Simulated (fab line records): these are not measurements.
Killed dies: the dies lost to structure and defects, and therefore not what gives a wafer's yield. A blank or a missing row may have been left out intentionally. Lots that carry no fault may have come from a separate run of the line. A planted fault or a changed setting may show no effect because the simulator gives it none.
What tool caused it? + flow gf180mcu + 11 lots with 33 wafers sampled at 5 steps, on a route of 602 steps

## WHAT THE GAUGES READ, wafer by wafer
GF_VT_IMPLANT_TW_MEAS_43.
| lot  | measured     | on            | VT_IMPLANT_4_TW |
|------|--------------|---------------|-----------------|
| L100 | day 7 10:53  | film_metro-03 | 683 686 679     |
| L104 | day 8 13:30  | film_metro-02 | 700 700 699     |
| L105 | day 8 23:14  | film_metro-03 | 687 684 693     |
| L108 | day 9 19:34  | film_metro-04 | 693 693 691     |
| L109 | day 10 02:20 | film_metro-02 | 697 702 696     |
| L112 | day 10 20:14 | film_metro-04 | 688 690 688     |
| L117 | day 12 07:32 | film_metro-03 | 533 537 536     |
| L120 | day 13 01:45 | film_metro-02 | 694 696 698     |
| L121 | day 13 09:23 | film_metro-03 | 686 685 689     |
| L122 | day 13 15:01 | film_metro-02 | 696 693 691     |
| L123 | day 14 03:14 | film_metro-03 | 682 685 688     |

GF_NSD_TW_MEAS_12.
| lot  | measured     | on            | NSD_TW         |
|------|--------------|---------------|----------------|
| L100 | day 13 05:49 | film_metro-02 | 4283 4268 4296 |
| L104 | day 14 13:49 | film_metro-02 | 4321 4296 4296 |
| L105 | day 14 23:25 | film_metro-03 | 4190 4222 4188 |
| L108 | day 16 04:17 | film_metro-02 | 4288 4287 4310 |
| L109 | day 16 13:05 | film_metro-03 | 4248 4280 4233 |
| L112 | day 17 09:40 | film_metro-04 | 4252 4267 4252 |
| L120 | day 20 06:46 | film_metro-02 | 4344 4317 4336 |
| L121 | day 20 15:20 | film_metro-03 | 4220 4225 4221 |
| L122 | day 20 22:01 | film_metro-02 | 4350 4315 4317 |
| L123 | day 21 11:31 | film_metro-04 | 4231 4232 4265 |

## WHAT TOOL EACH LOT RAN ON (gives the tool, then ch and the chambers of the sampled wafers, and finally the start)
| lot  | GF_VT_IMPLANT_STRIP_09               | GF_VT_IMPLANT_STRIP_31               | GF_VT_IMPLANT_STRIP_42               |
|------|--------------------------------------|--------------------------------------|--------------------------------------|
| L100 | plasma_asher-01 ch 0,1, day 5 12:12  | plasma_asher-04 ch 0,1, day 6 18:29  | plasma_asher-03 ch 0,1, day 7 10:47  |
| L104 | plasma_asher-03 ch 0,1, day 6 12:50  | plasma_asher-04 ch 0,1, day 7 20:59  | plasma_asher-01 ch 0,1, day 8 13:24  |
| L105 | plasma_asher-03 ch 0,1, day 6 21:09  | plasma_asher-04 ch 0,1, day 8 06:32  | plasma_asher-03 ch 0,1, day 8 23:08  |
| L108 | plasma_asher-03 ch 0,1, day 7 16:16  | plasma_asher-03 ch 0,1, day 9 02:02  | plasma_asher-04 ch 0,1, day 9 19:29  |
| L109 | plasma_asher-03 ch 0,1, day 7 23:11  | plasma_asher-04 ch 0,1, day 9 08:38  | plasma_asher-04 ch 0,1, day 10 02:14 |
| L112 | plasma_asher-04 ch 0,1, day 8 16:09  | plasma_asher-01 ch 0,1, day 10 02:38 | plasma_asher-03 ch 0,1, day 10 20:08 |
| L117 | plasma_asher-03 ch 0, day 10 01:02   | plasma_asher-04 ch 0,1, day 11 13:03 | plasma_asher-01 ch 1, day 12 07:26   |
| L120 | plasma_asher-04 ch 0,1, day 10 18:08 | plasma_asher-03 ch 0,1, day 12 06:42 | plasma_asher-01 ch 0,1, day 13 01:39 |
| L121 | plasma_asher-03 ch 0,1, day 10 23:35 | plasma_asher-03 ch 0,1, day 12 13:20 | plasma_asher-03 ch 0,1, day 13 09:17 |
| L122 | plasma_asher-01 ch 0,1, day 11 06:41 | plasma_asher-03 ch 0,1, day 12 19:07 | plasma_asher-04 ch 0,1, day 13 14:56 |
| L123 | plasma_asher-01 ch 0,1, day 11 16:06 | plasma_asher-01 ch 0,1, day 13 06:50 | plasma_asher-04 ch 0,1, day 14 03:08 |
- GF_VT_IMPLANT_STRIP_09: strips in O2/N2.
- GF_VT_IMPLANT_STRIP_31: strips in O2/N2.
- GF_VT_IMPLANT_STRIP_42: strips in O2/N2.

## WHAT THE TOOLS THEMSELVES READ (means of the sampled wafers that have a number; where no wafer has one, the mark that the record gives instead)
GF_VT_IMPLANT_STRIP_09.
| lot  | tool            | drypump_motor_current_A (A) | heater_power_w (W) | oes_product_au (a.u.) | strip_time_to_endpoint_s (s) |
|------|-----------------|-----------------------------|--------------------|-----------------------|------------------------------|
| L100 | plasma_asher-01 | 5.7                         | 338                | 0.714                 | 12.66                        |
| L104 | plasma_asher-03 | 5.6                         | 296                | 0.716                 | 12.61                        |
| L105 | plasma_asher-03 | 6.0                         | 316                | 0.713                 | 12.61                        |
| L108 | plasma_asher-03 | 5.6                         | 298                | 0.713                 | 12.67                        |
| L109 | plasma_asher-03 | 6.0                         | 310                | 0.716                 | 12.68                        |
| L112 | plasma_asher-04 | 5.2                         | 335                | 0.719                 | 12.60                        |
| L117 | plasma_asher-03 | 6.4                         | 323                | 0.715                 | 12.59                        |
| L120 | plasma_asher-04 | 5.2                         | 338                | 0.715                 | 12.54                        |
| L121 | plasma_asher-03 | 6.0                         | 312                | 0.716                 | 12.62                        |
| L122 | plasma_asher-01 | 5.7                         | 344                | 0.717                 | 12.64                        |
| L123 | plasma_asher-01 | 5.7                         | 337                | 0.722                 | 12.61                        |

GF_VT_IMPLANT_STRIP_31.
| lot  | tool            | drypump_motor_current_A (A) | heater_power_w (W) | oes_product_au (a.u.) | strip_time_to_endpoint_s (s) |
|------|-----------------|-----------------------------|--------------------|-----------------------|------------------------------|
| L100 | plasma_asher-04 | 5.3                         | 355                | 0.717                 | 12.60                        |
| L104 | plasma_asher-04 | 5.2                         | 334                | 0.715                 | 12.59                        |
| L105 | plasma_asher-04 | 5.2                         | 341                | 0.714                 | 12.60                        |
| L108 | plasma_asher-03 | 5.6                         | 300                | 0.715                 | 12.65                        |
| L109 | plasma_asher-04 | 5.3                         | 354                | 0.718                 | 12.67                        |
| L112 | plasma_asher-01 | 5.8                         | 343                | 0.714                 | 12.61                        |
| L117 | plasma_asher-04 | 5.3                         | 354                | 0.957                 | -                            |
| L120 | plasma_asher-03 | 5.6                         | 299                | 0.716                 | 12.62                        |
| L121 | plasma_asher-03 | 5.6                         | 299                | 0.714                 | 12.63                        |
| L122 | plasma_asher-03 | 5.6                         | 305                | 0.713                 | 12.59                        |
| L123 | plasma_asher-01 | 5.8                         | 343                | 0.713                 | 12.61                        |

GF_VT_IMPLANT_STRIP_42.
| lot  | tool            | drypump_motor_current_A (A) | heater_power_w (W) | oes_product_au (a.u.) | strip_time_to_endpoint_s (s) |
|------|-----------------|-----------------------------|--------------------|-----------------------|------------------------------|
| L100 | plasma_asher-03 | 6.0                         | 310                | 0.715                 | 12.64                        |
| L104 | plasma_asher-01 | 5.7                         | 342                | 0.718                 | 12.63                        |
| L105 | plasma_asher-03 | 5.6                         | 297                | 0.716                 | 12.60                        |
| L108 | plasma_asher-04 | 5.3                         | 355                | 0.717                 | 12.63                        |
| L109 | plasma_asher-04 | 5.2                         | 334                | 0.712                 | 12.65                        |
| L112 | plasma_asher-03 | 5.6                         | 299                | 0.713                 | 12.65                        |
| L117 | plasma_asher-01 | 5.8                         | 351                | 0.717                 | 13.75                        |
| L120 | plasma_asher-01 | 5.7                         | 343                | 0.717                 | 12.66                        |
| L121 | plasma_asher-03 | 6.0                         | 313                | 0.714                 | 12.63                        |
| L122 | plasma_asher-04 | 5.3                         | 355                | 0.719                 | 12.69                        |
| L123 | plasma_asher-04 | 5.2                         | 341                | 0.709                 | 12.61                        |

## THE ANSWER, worked out from the rows above alone
Rule: what is usual is taken from the lots themselves. The widest of any qualifying gaps counts: lots, ordered by their means at a reading, are off when they make up no more than a third of the lots, leave a main group of 4 or more, and stand apart from it by 3 or more times the standard deviation of that group's means. A main group is skipped when, at the precision printed for the reading in the tables above, its means are all equal. A lot without any number at a reading at which 4 lots or more have one is off too. Where the step has rows for the other lots, those lots are counted as sound. First the gauges in route order, then the tools' own readings, where a lot's mean is used as printed above. The first step at which some lot is off is used, and at that step the reading that is off furthest; a lot without a number counts as furthest.
Off: L117, seen at GF_VT_IMPLANT_TW_MEAS_43 (VT_IMPLANT_4_TW). The main group has a mean of 691 with a standard deviation of 5.5.
A tool fits if, at a process step before that reading, it ran every lot that is off, and no sound lot after the first of them. The gauges at GF_VT_IMPLANT_TW_MEAS_43 aren't tried: what is off there is off at GF_VT_IMPLANT_STRIP_31 too, on other tools, and a gauge's error can't cause that. One fits: GF_VT_IMPLANT_STRIP_31 on plasma_asher-04. Its last sound lot is L109 (day 9 08:38), its first lot that is off L117 (day 11 13:03): a fault that began between those two fits.
On the lots that are off, the tool's own readings at GF_VT_IMPLANT_STRIP_31 differ by more than 5 times the standard deviation of the sound lots' means, which bears it out; oes_product_au reads 0.957 a.u. there versus 0.715 a.u. on the sound lots.
Blank at GF_VT_IMPLANT_STRIP_31 on the lots that are off, where sound lots have numbers: strip_time_to_endpoint_s.

## WHAT HAD BEEN PUT IN BY THE SIMULATOR
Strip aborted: plasma_asher-04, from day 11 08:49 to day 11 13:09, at GF_VT_IMPLANT_STRIP_31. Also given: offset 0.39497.
Lots struck among those shown: L117. The same result came from the rule above.
